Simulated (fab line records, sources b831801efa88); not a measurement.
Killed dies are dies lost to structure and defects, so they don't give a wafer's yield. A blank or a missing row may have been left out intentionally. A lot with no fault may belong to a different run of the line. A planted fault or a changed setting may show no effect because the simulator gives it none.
Which tool is to blame? / flow sky130 / 14 lots with 42 wafers sampled at 7 steps, on a route of 708 steps

WHAT THE GAUGES READ, wafer by wafer
SKY_NWELL_RS_MEAS_31: measures by four-point-probe.
lot=L314; measured=day 5 06:18; on=film metro-04; PWDE_RS (ohm/sq)=5275 5262 5258
lot=L317; measured=day 6 10:26; on=film metro-02; PWDE_RS (ohm/sq)=5269 5253 5272
lot=L319; measured=day 6 17:39; on=film metro-01; PWDE_RS (ohm/sq)=5273 5276 5261
lot=L318; measured=day 6 19:21; on=film metro-04; PWDE_RS (ohm/sq)=5293 5285 5276
lot=L320; measured=day 6 22:57; on=film metro-02; PWDE_RS (ohm/sq)=5226 5226 5229
lot=L321; measured=day 7 03:47; on=film metro-01; PWDE_RS (ohm/sq)=5231 5247 5233
lot=L322; measured=day 7 12:43; on=film metro-02; PWDE_RS (ohm/sq)=5240 5259 5284
lot=L324; measured=day 7 23:57; on=film metro-02; PWDE_RS (ohm/sq)=5283 5267 5277
lot=L325; measured=day 8 04:04; on=film metro-02; PWDE_RS (ohm/sq)=5271 5271 5260
lot=L326; measured=day 8 05:17; on=film metro-02; PWDE_RS (ohm/sq)=5248 5245 5256
lot=L327; measured=day 8 13:16; on=film metro-04; PWDE_RS (ohm/sq)=5295 5268 5286
lot=L328; measured=day 8 17:38; on=film metro-04; PWDE_RS (ohm/sq)=5284 5264 5272
lot=L332; measured=day 9 23:26; on=film metro-04; PWDE_RS (ohm/sq)=5288 5284 5266
lot=L337; measured=day 11 05:37; on=film metro-04; PWDE_RS (ohm/sq)=5269 5283 5276

SKY_VT_ADJUST_LVTN_OVL_MEAS_07.
lot=L314; measured=day 6 18:53; on=overlay-02; VT_ADJUST_LVTN_OVL (nm)=-0.4 1.0 0.4
lot=L317; measured=day 7 23:50; on=overlay-02; VT_ADJUST_LVTN_OVL (nm)=-1.1 -0.5 -1.7
lot=L319; measured=day 8 08:28; on=overlay-02; VT_ADJUST_LVTN_OVL (nm)=-1.1 1.0 0.4
lot=L318; measured=day 8 10:50; on=overlay-02; VT_ADJUST_LVTN_OVL (nm)=-0.7 0.8 1.5
lot=L320; measured=day 8 13:44; on=overlay-02; VT_ADJUST_LVTN_OVL (nm)=-2.3 0.6 -2.5
lot=L321; measured=day 8 18:41; on=overlay-02; VT_ADJUST_LVTN_OVL (nm)=-1.3 1.0 2.4
lot=L322; measured=day 9 04:43; on=overlay-01; VT_ADJUST_LVTN_OVL (nm)=0.6 0.4 0.6
lot=L324; measured=day 9 18:28; on=overlay-02; VT_ADJUST_LVTN_OVL (nm)=-2.1 -0.5 -2.9
lot=L325; measured=day 9 21:58; on=overlay-01; VT_ADJUST_LVTN_OVL (nm)=-0.6 -1.9 2.5
lot=L326; measured=day 9 23:40; on=overlay-01; VT_ADJUST_LVTN_OVL (nm)=0.7 0.0 1.1
lot=L327; measured=day 10 08:43; on=overlay-02; VT_ADJUST_LVTN_OVL (nm)=-2.7 -2.4 -2.0
lot=L328; measured=day 10 13:28; on=overlay-02; VT_ADJUST_LVTN_OVL (nm)=1.3 1.0 1.7
lot=L332; measured=day 11 20:38; on=overlay-01; VT_ADJUST_LVTN_OVL (nm)=-0.2 0.4 -0.7
lot=L337; measured=day 13 04:08; on=overlay-01; VT_ADJUST_LVTN_OVL (nm)=0.6 -0.2 0.1

SKY_SONOS_TUNNEL_TW_MEAS_12.
lot=L314; measured=day 11 03:56; on=film metro-03; SONOS_TUNNEL_TW=193.9 193.2 194.5
lot=L317; measured=day 12 14:19; on=film metro-04; SONOS_TUNNEL_TW=193.4 194.9 195.1
lot=L319; measured=day 13 02:28; on=film metro-02; SONOS_TUNNEL_TW=199.7 199.3 198.1
lot=L318; measured=day 13 03:07; on=film metro-02; SONOS_TUNNEL_TW=198.2 198.1 198.6
lot=L320; measured=day 13 06:29; on=film metro-02; SONOS_TUNNEL_TW=198.3 198.6 199.0
lot=L321; measured=day 13 13:55; on=film metro-04; SONOS_TUNNEL_TW=194.7 194.5 194.6
lot=L322; measured=day 14 02:13; on=film metro-03; SONOS_TUNNEL_TW=194.8 194.6 195.7
lot=L324; measured=day 14 17:41; on=film metro-04; SONOS_TUNNEL_TW=195.0 195.5 195.4
lot=L325; measured=day 14 21:36; on=film metro-03; SONOS_TUNNEL_TW=194.5 195.0 194.2
lot=L326; measured=day 15 01:27; on=film metro-02; SONOS_TUNNEL_TW=196.4 196.2 197.1
lot=L327; measured=day 15 10:19; on=film metro-03; SONOS_TUNNEL_TW=29.6 29.8 29.5
lot=L328; measured=day 15 18:16; on=film metro-03; SONOS_TUNNEL_TW=29.7 29.7 29.6
lot=L332; measured=day 17 08:00; on=film metro-02; SONOS_TUNNEL_TW=196.5 197.0 198.3
lot=L337; measured=day 18 23:35; on=film metro-03; SONOS_TUNNEL_TW=197.2 197.3 196.1

SKY_SONOS_ONO_THK_MEAS_05.
lot=L314; measured=day 11 21:01; on=film metro-01; SONOS_ONO_CVD_04_THK (nm)=5.64 5.65 5.62
lot=L317; measured=day 12 21:07; on=film metro-03; SONOS_ONO_CVD_04_THK (nm)=5.84 5.84 5.77
lot=L319; measured=day 13 08:40; on=film metro-03; SONOS_ONO_CVD_04_THK (nm)=5.67 5.77 5.81
lot=L318; measured=day 13 08:40; on=film metro-01; SONOS_ONO_CVD_04_THK (nm)=5.94 5.80 5.74
lot=L320; measured=day 13 10:20; on=film metro-03; SONOS_ONO_CVD_04_THK (nm)=5.93 5.95 6.08
lot=L321; measured=day 13 17:59; on=film metro-04; SONOS_ONO_CVD_04_THK (nm)=5.86 5.82 5.84
lot=L322; measured=day 14 06:44; on=film metro-03; SONOS_ONO_CVD_04_THK (nm)=5.64 5.55 5.54
lot=L324; measured=day 14 22:44; on=film metro-04; SONOS_ONO_CVD_04_THK (nm)=5.56 5.74 5.67
lot=L325; measured=day 15 02:44; on=film metro-01; SONOS_ONO_CVD_04_THK (nm)=6.01 5.88 5.87
lot=L326; measured=day 15 06:52; on=film metro-03; SONOS_ONO_CVD_04_THK (nm)=5.63 5.78 5.71
lot=L327; measured=day 15 14:50; on=film metro-04; SONOS_ONO_CVD_04_THK (nm)=5.91 5.78 5.84
lot=L328; measured=day 15 22:49; on=film metro-03; SONOS_ONO_CVD_04_THK (nm)=5.79 5.80 5.78
lot=L332; measured=day 17 17:07; on=film metro-03; SONOS_ONO_CVD_04_THK (nm)=5.71 5.66 5.61
lot=L337; measured=day 19 05:12; on=film metro-03; SONOS_ONO_CVD_04_THK (nm)=5.92 5.85 5.83

SKY_LI_CONTACT_BOW_MEAS_03.
lot=L314; measured=day 28 04:34; on=film metro-01; LI_CONTACT_BOW (um)=57 56 54
lot=L317; measured=day 29 08:15; on=film metro-01; LI_CONTACT_BOW (um)=64 58 51
lot=L319; measured=day 29 18:50; on=film metro-02; LI_CONTACT_BOW (um)=59 56 55
lot=L318; measured=day 29 20:33; on=film metro-03; LI_CONTACT_BOW (um)=50 60 66
lot=L320; measured=day 29 21:36; on=film metro-01; LI_CONTACT_BOW (um)=52 66 51
lot=L321; measured=day 30 14:43; on=film metro-02; LI_CONTACT_BOW (um)=56 61 59
lot=L322; measured=day 30 22:28; on=film metro-02; LI_CONTACT_BOW (um)=41 58 54
lot=L324; measured=day 31 09:10; on=film metro-01; LI_CONTACT_BOW (um)=58 55 53
lot=L325; measured=day 31 14:26; on=film metro-03; LI_CONTACT_BOW (um)=47 45 61
lot=L326; measured=day 31 18:34; on=film metro-03; LI_CONTACT_BOW (um)=53 61 57
lot=L327; measured=day 32 03:12; on=film metro-03; LI_CONTACT_BOW (um)=24 29 11
lot=L328; measured=day 32 13:11; on=film metro-02; LI_CONTACT_BOW (um)=28 30 28
lot=L332; measured=day 34 01:17; on=film metro-03; LI_CONTACT_BOW (um)=51 57 47
lot=L337; measured=day 35 07:31; on=film metro-02; LI_CONTACT_BOW (um)=57 50 56

SKY_CONTACT_BOW_MEAS_05.
lot=L314; measured=day 30 14:42; on=film metro-04; CONTACT_BOW (um)=83 81 80
lot=L317; measured=day 31 18:08; on=film metro-04; CONTACT_BOW (um)=89 83 77
lot=L319; measured=day 32 04:28; on=film metro-04; CONTACT_BOW (um)=84 81 80
lot=L318; measured=day 32 06:54; on=film metro-03; CONTACT_BOW (um)=74 85 91
lot=L320; measured=day 32 07:50; on=film metro-03; CONTACT_BOW (um)=77 90 75
lot=L321; measured=day 32 23:50; on=film metro-03; CONTACT_BOW (um)=76 81 80
lot=L322; measured=day 33 07:59; on=film metro-04; CONTACT_BOW (um)=64 79 77
lot=L324; measured=day 33 18:09; on=film metro-04; CONTACT_BOW (um)=84 81 78
lot=L325; measured=day 33 23:02; on=film metro-01; CONTACT_BOW (um)=74 72 88
lot=L326; measured=day 34 02:48; on=film metro-03; CONTACT_BOW (um)=80 87 83
lot=L327; measured=day 34 11:22; on=film metro-04; CONTACT_BOW (um)=54 58 41
lot=L328; measured=day 34 20:50; on=film metro-03; CONTACT_BOW (um)=51 53 50
lot=L332; measured=day 36 08:58; on=film metro-04; CONTACT_BOW (um)=78 82 74
lot=L337; measured=day 37 14:14; on=film metro-04; CONTACT_BOW (um)=81 74 80

WHAT TOOL EACH LOT RAN ON (gives the tool, then ch and the chambers of the sampled wafers, and finally the start)
lot=L314; SKY_VT_ADJUST_PCH_STRIP_09=plasma asher-01 ch 1, day 10 04:52
lot=L317; SKY_VT_ADJUST_PCH_STRIP_09=plasma asher-01 ch 0,1, day 11 15:04
lot=L319; SKY_VT_ADJUST_PCH_STRIP_09=plasma asher-04 ch 0,1, day 12 01:32
lot=L318; SKY_VT_ADJUST_PCH_STRIP_09=plasma asher-01 ch 0,1, day 12 02:29
lot=L320; SKY_VT_ADJUST_PCH_STRIP_09=plasma asher-02 ch 0,1, day 12 06:41
lot=L321; SKY_VT_ADJUST_PCH_STRIP_09=plasma asher-02 ch 0,1, day 12 12:10
lot=L322; SKY_VT_ADJUST_PCH_STRIP_09=plasma asher-02 ch 0,1, day 12 23:13
lot=L324; SKY_VT_ADJUST_PCH_STRIP_09=plasma asher-04 ch 0,1, day 13 15:40
lot=L325; SKY_VT_ADJUST_PCH_STRIP_09=plasma asher-04 ch 0, day 13 17:55
lot=L326; SKY_VT_ADJUST_PCH_STRIP_09=plasma asher-01 ch 0, day 13 22:54
lot=L327; SKY_VT_ADJUST_PCH_STRIP_09=plasma asher-01 ch 0,1, day 14 06:58
lot=L328; SKY_VT_ADJUST_PCH_STRIP_09=plasma asher-02 ch 0,1, day 14 14:42
lot=L332; SKY_VT_ADJUST_PCH_STRIP_09=plasma asher-02 ch 0,1, day 16 03:49
lot=L337; SKY_VT_ADJUST_PCH_STRIP_09=plasma asher-04 ch 0,1, day 17 17:19
- SKY_VT_ADJUST_PCH_STRIP_09: strips in O2/N2.

AS READ BY THE TOOLS THEMSELVES (means over the sampled wafers that have a number; for cases with no such wafer, the mark the record gives instead)
SKY_VT_ADJUST_PCH_STRIP_09.
lot=L314; tool=plasma asher-01; chamber pressure mTorr (mTorr)=1500.6; drypump motor current A (A)=5.4; oes product au (a.u.)=0.723; strip time to endpoint s (s)=37.04
lot=L317; tool=plasma asher-01; chamber pressure mTorr (mTorr)=1500.2; drypump motor current A (A)=5.7; oes product au (a.u.)=0.724; strip time to endpoint s (s)=36.88
lot=L319; tool=plasma asher-04; chamber pressure mTorr (mTorr)=1500.3; drypump motor current A (A)=6.5; oes product au (a.u.)=0.723; strip time to endpoint s (s)=36.97
lot=L318; tool=plasma asher-01; chamber pressure mTorr (mTorr)=1499.9; drypump motor current A (A)=5.7; oes product au (a.u.)=0.720; strip time to endpoint s (s)=36.85
lot=L320; tool=plasma asher-02; chamber pressure mTorr (mTorr)=1500.0; drypump motor current A (A)=5.2; oes product au (a.u.)=0.720; strip time to endpoint s (s)=36.91
lot=L321; tool=plasma asher-02; chamber pressure mTorr (mTorr)=1500.0; drypump motor current A (A)=5.2; oes product au (a.u.)=0.720; strip time to endpoint s (s)=37.01
lot=L322; tool=plasma asher-02; chamber pressure mTorr (mTorr)=1499.8; drypump motor current A (A)=5.2; oes product au (a.u.)=0.724; strip time to endpoint s (s)=37.03
lot=L324; tool=plasma asher-04; chamber pressure mTorr (mTorr)=1501.4; drypump motor current A (A)=6.5; oes product au (a.u.)=0.720; strip time to endpoint s (s)=36.96
lot=L325; tool=plasma asher-04; chamber pressure mTorr (mTorr)=1499.4; drypump motor current A (A)=6.3; oes product au (a.u.)=0.727; strip time to endpoint s (s)=36.87
lot=L326; tool=plasma asher-01; chamber pressure mTorr (mTorr)=1500.1; drypump motor current A (A)=6.3; oes product au (a.u.)=0.726; strip time to endpoint s (s)=37.02
lot=L327; tool=plasma asher-01; chamber pressure mTorr (mTorr)=-; drypump motor current A (A)=-; oes product au (a.u.)=-; strip time to endpoint s (s)=-
lot=L328; tool=plasma asher-02; chamber pressure mTorr (mTorr)=-; drypump motor current A (A)=-; oes product au (a.u.)=-; strip time to endpoint s (s)=-
lot=L332; tool=plasma asher-02; chamber pressure mTorr (mTorr)=1500.3; drypump motor current A (A)=5.2; oes product au (a.u.)=0.721; strip time to endpoint s (s)=36.96
lot=L337; tool=plasma asher-04; chamber pressure mTorr (mTorr)=1501.3; drypump motor current A (A)=6.5; oes product au (a.u.)=0.719; strip time to endpoint s (s)=37.17

THE ANSWER, worked out from the rows above alone
Rule: the lots themselves supply what counts as usual. The widest of any qualifying gaps counts: lots, ordered by their means at a reading, are off when they make up no more than a third of the lots, leave a main group of 4 or more, and stand apart from it by 3 or more times the standard deviation of that group's means. A main group whose means are all the same, to the digits that the tables above print for the reading, isn't used. Also off: a lot with no number at a reading for which 4 or more lots have one. Where the step has rows for the other lots, those lots are counted as sound. After the gauges, taken in route order, come the tools' own readings; for these a lot's mean is taken, as printed above. The first step at which some lot is off is used, and at that step the reading that is off furthest; a lot without a number counts as furthest.
Off: at SKY_SONOS_TUNNEL_TW_MEAS_12 (SONOS_TUNNEL_TW), L327, L328. For the main group the mean is 196.2 and the standard deviation 1.7.
A tool fits if, at a process step before that reading, it ran every lot that is off, and no sound lot after the first of them. The gauges at SKY_SONOS_TUNNEL_TW_MEAS_12 aren't tried: what is off there is off at SKY_VT_ADJUST_PCH_STRIP_09 too, on other tools, and a gauge's error can't cause that. No candidate that was tried fits.

WHAT HAD BEEN PUT IN BY THE SIMULATOR
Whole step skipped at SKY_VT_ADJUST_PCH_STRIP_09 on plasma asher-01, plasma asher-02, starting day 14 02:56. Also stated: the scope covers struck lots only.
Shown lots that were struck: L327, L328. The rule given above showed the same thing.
